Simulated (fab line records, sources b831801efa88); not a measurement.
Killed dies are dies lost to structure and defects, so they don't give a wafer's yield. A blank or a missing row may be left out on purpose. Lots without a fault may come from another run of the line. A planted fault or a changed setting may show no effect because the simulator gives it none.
Which tool did it? | flow gf180mcu | 24 lots, 72 wafers sampled, at 3 steps of a route of 602

WHAT THE GAUGES READ, wafer by wafer
GF_CONTACT_BOW_MEAS_05.
lot  | measured     | on            | CONTACT_BOW (um)
L074 | day 14 23:50 | film_metro-03 | 80 65 73
L075 | day 15 15:11 | film_metro-01 | 72 55 60
L076 | day 15 18:37 | film_metro-01 | 72 70 74
L077 | day 16 04:19 | film_metro-01 | 71 83 79
L078 | day 16 18:10 | film_metro-01 | 70 68 66
L079 | day 17 04:49 | film_metro-01 | 67 58 72
L080 | day 17 10:04 | film_metro-01 | 75 63 71
L081 | day 17 14:23 | film_metro-03 | 72 77 60
L082 | day 18 04:34 | film_metro-01 | 71 70 60
L083 | day 18 05:16 | film_metro-04 | 67 65 61
L084 | day 18 17:46 | film_metro-03 | 72 73 59
L085 | day 19 03:34 | film_metro-01 | 79 57 64
L086 | day 19 10:38 | film_metro-04 | 70 66 54
L087 | day 20 04:01 | film_metro-04 | 74 63 62
L088 | day 20 10:46 | film_metro-04 | 69 56 64
L089 | day 20 11:38 | film_metro-03 | 80 75 59
L090 | day 20 16:41 | film_metro-03 | 60 63 82
L091 | day 22 00:40 | film_metro-04 | 71 59 89
L092 | day 22 01:19 | film_metro-04 | 55 63 65
L093 | day 22 06:11 | film_metro-03 | 72 77 85
L094 | day 22 08:46 | film_metro-03 | 59 67 69
L095 | day 22 11:11 | film_metro-04 | 68 69 72
L096 | day 23 03:57 | film_metro-04 | 63 77 68
L097 | day 23 16:53 | film_metro-03 | 67 62 65

GF_V3_CD_MEAS_14: target cd 260 nm.
lot  | measured     | on        | cd_nm (nm)
L074 | day 22 02:50 | cd_sem-02 | 260.1 259.5 258.6
L075 | day 22 16:28 | cd_sem-02 | 260.8 261.1 262.1
L076 | day 22 22:40 | cd_sem-01 | 262.8 261.8 262.2
L077 | day 23 08:58 | cd_sem-01 | 260.2 260.5 259.7
L078 | day 23 21:46 | cd_sem-02 | 260.2 261.1 260.2
L079 | day 24 10:31 | cd_sem-01 | 261.9 261.2 261.6
L080 | day 24 14:04 | cd_sem-01 | 259.4 259.1 260.2
L081 | day 24 17:31 | cd_sem-01 | 260.7 258.9 260.2
L082 | day 25 07:42 | cd_sem-01 | 258.0 258.3 259.0
L083 | day 25 08:38 | cd_sem-02 | 260.9 261.6 262.3
L084 | day 25 18:40 | cd_sem-02 | 259.7 260.2 259.9
L085 | day 26 03:37 | cd_sem-01 | 259.7 258.5 259.0
L086 | day 26 07:57 | cd_sem-02 | 258.9 258.7 259.3
L087 | day 27 00:10 | cd_sem-02 | 261.1 261.8 262.2
L088 | day 27 04:04 | cd_sem-02 | 258.1 259.7 260.9
L089 | day 27 05:57 | cd_sem-02 | 261.1 259.6 260.2
L090 | day 27 09:51 | cd_sem-02 | 260.4 259.7 261.1
L091 | day 28 11:40 | cd_sem-02 | 260.4 261.2 259.4
L092 | day 28 12:36 | cd_sem-01 | 261.2 259.9 260.7
L093 | day 28 18:47 | cd_sem-01 | 259.0 258.2 259.5
L094 | day 28 20:04 | cd_sem-02 | 259.1 259.3 259.7
L095 | day 28 21:58 | cd_sem-01 | 260.9 261.4 259.3
L096 | day 29 14:12 | cd_sem-02 | 258.5 260.3 258.5
L097 | day 30 00:09 | cd_sem-02 | 259.4 260.0 260.2

WHICH TOOL RAN EACH LOT (tool, then ch and the chambers of the sampled wafers, then the start)
lot  | GF_M3_SPUTTER_03
L074 | pvd_sputter-04, day 20 02:34
L075 | pvd_sputter-04, day 20 17:29
L076 | pvd_sputter-02, day 20 22:53
L077 | pvd_sputter-02, day 21 08:58
L078 | pvd_sputter-03, day 21 22:44
L079 | pvd_sputter-03, day 22 12:21
L080 | pvd_sputter-03, day 22 15:25
L081 | pvd_sputter-03, day 22 20:04
L082 | pvd_sputter-03, day 23 10:31
L083 | pvd_sputter-03, day 23 11:59
L084 | pvd_sputter-02, day 23 22:04
L085 | pvd_sputter-04, day 24 08:10
L086 | pvd_sputter-02, day 24 13:37
L087 | pvd_sputter-03, day 25 05:10
L088 | pvd_sputter-04, day 25 10:38
L089 | pvd_sputter-02, day 25 11:50
L090 | pvd_sputter-03, day 25 16:28
L091 | pvd_sputter-03, day 26 18:46
L092 | pvd_sputter-02, day 26 19:43
L093 | pvd_sputter-04, day 27 02:43
L094 | pvd_sputter-02, day 27 03:37
L095 | pvd_sputter-04, day 27 05:37
L096 | pvd_sputter-04, day 27 21:36
L097 | pvd_sputter-03, day 28 08:46
- GF_M3_SPUTTER_03: material Ti, target thk 10 nm, time 6.7 s.

WHAT THE TOOLS THEMSELVES READ (means of the sampled wafers that have a number; where no wafer has one, the mark that the record gives instead)
GF_M3_SPUTTER_03.
lot  | tool           | substrate_temp_c (C) | throttle_valve_pct (%)
L074 | pvd_sputter-04 | 299.87               | 28.9
L075 | pvd_sputter-04 | 300.25               | 28.3
L076 | pvd_sputter-02 | 299.97               | 30.7
L077 | pvd_sputter-02 | 300.00               | 30.3
L078 | pvd_sputter-03 | 300.08               | 30.2
L079 | pvd_sputter-03 | 299.92               | 30.0
L080 | pvd_sputter-03 | 299.94               | 30.2
L081 | pvd_sputter-03 | 300.03               | 30.3
L082 | pvd_sputter-03 | 300.07               | 29.8
L083 | pvd_sputter-03 | 300.05               | 30.1
L084 | pvd_sputter-02 | 299.91               | 30.7
L085 | pvd_sputter-04 | 299.79               | 28.8
L086 | pvd_sputter-02 | 299.87               | 30.2
L087 | pvd_sputter-03 | 300.10               | 30.0
L088 | pvd_sputter-04 | 300.11               | 28.8
L089 | pvd_sputter-02 | 300.07               | 30.3
L090 | pvd_sputter-03 | 300.14               | 30.3
L091 | pvd_sputter-03 | 300.02               | 30.2
L092 | pvd_sputter-02 | 300.01               | 30.5
L093 | pvd_sputter-04 | 300.02               | 28.5
L094 | pvd_sputter-02 | 300.10               | 31.2
L095 | pvd_sputter-04 | 299.91               | 29.2
L096 | pvd_sputter-04 | 300.01               | 29.5
L097 | pvd_sputter-03 | 299.98               | 30.2

THE ANSWER, worked out from the rows above alone
Rule: what is usual is taken from the lots themselves. Put in order of their means at a reading, lots are off if they are a third of the lots or fewer, leave a main group of 4 or more, and stand apart from it by a gap of 3 or more times the standard deviation of the main group's means; of several such gaps the widest counts. A main group whose means are all the same, to the digits that the tables above print for the reading, isn't used. A lot without any number at a reading at which 4 lots or more have one is off too. The other lots that the step has rows for count as sound. The gauges are gone through in route order, then the tools' own readings, and for those a lot's mean is taken as printed above. The first step at which some lot is off is used, and at that step the reading that is off furthest; a lot without a number counts as furthest.
No lot is off at any reading shown: from this, nothing can be told.

WHAT THE SIMULATOR HAD PUT IN
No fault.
